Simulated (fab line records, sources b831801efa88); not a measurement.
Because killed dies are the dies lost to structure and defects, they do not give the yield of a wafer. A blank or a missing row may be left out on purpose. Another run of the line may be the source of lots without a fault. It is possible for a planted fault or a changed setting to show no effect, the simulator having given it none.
Matching of chambers    flow gf180mcu    3 sister chambers for GF_V5_CVD_02 on pecvd-01
The step deposits SiO2 from TEOS, target thk 1450 nm, time 163.28 s. 6 wafers are shown with their chamber, then 9 later ones without.

== EACH WAFER AND ITS CHAMBER ==
wafer   chamber  heaterPowerW (W)
L083.1  0        572
L083.2  1        744
L083.3  2        752
L083.4  1        607
L083.5  0        659
L083.6  2        649

== WAFERS MISSING THEIR CHAMBER ==
wafer   heaterPowerW (W)
L086.4  693
L086.5  799
L086.6  618
L087.3  665
L087.4  620
L087.5  553
L090.1  594
L090.4  772
L090.6  670

== CHAMBER TAKEN BY EACH ==
wafer   from the rows above           in truth
L086.4  can't be placed: 2 or 1 or 0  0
L086.5  can't be placed: 2 or 1 or 0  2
L086.6  can't be placed: 0 or 1 or 2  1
L087.3  can't be placed: 1 or 2 or 0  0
L087.4  can't be placed: 0 or 1 or 2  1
L087.5  can't be placed: 0 or 1 or 2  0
L090.1  can't be placed: 0 or 1 or 2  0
L090.4  can't be placed: 2 or 1 or 0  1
L090.6  can't be placed: 1 or 2 or 0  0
Correct placement for 0 of the 9. Not placeable from these rows: 9 (in 9, the candidates include the true chamber). Placed wrongly: 0.
How it was worked out, from the rows above alone: a wafer's distance from a chamber is the root of the sum, over the readings, of the square of ((its reading less the chamber's mean) divided by the reading's scatter). The wafer belongs to the nearest chamber; if the next one is less than 2 further off, it can't be placed. A chamber's mean is the mean of its shown wafers. The scatter: the root of (the sum of the squares of (reading less its chamber's mean) over the shown wafers, divided by (wafers less chambers)).
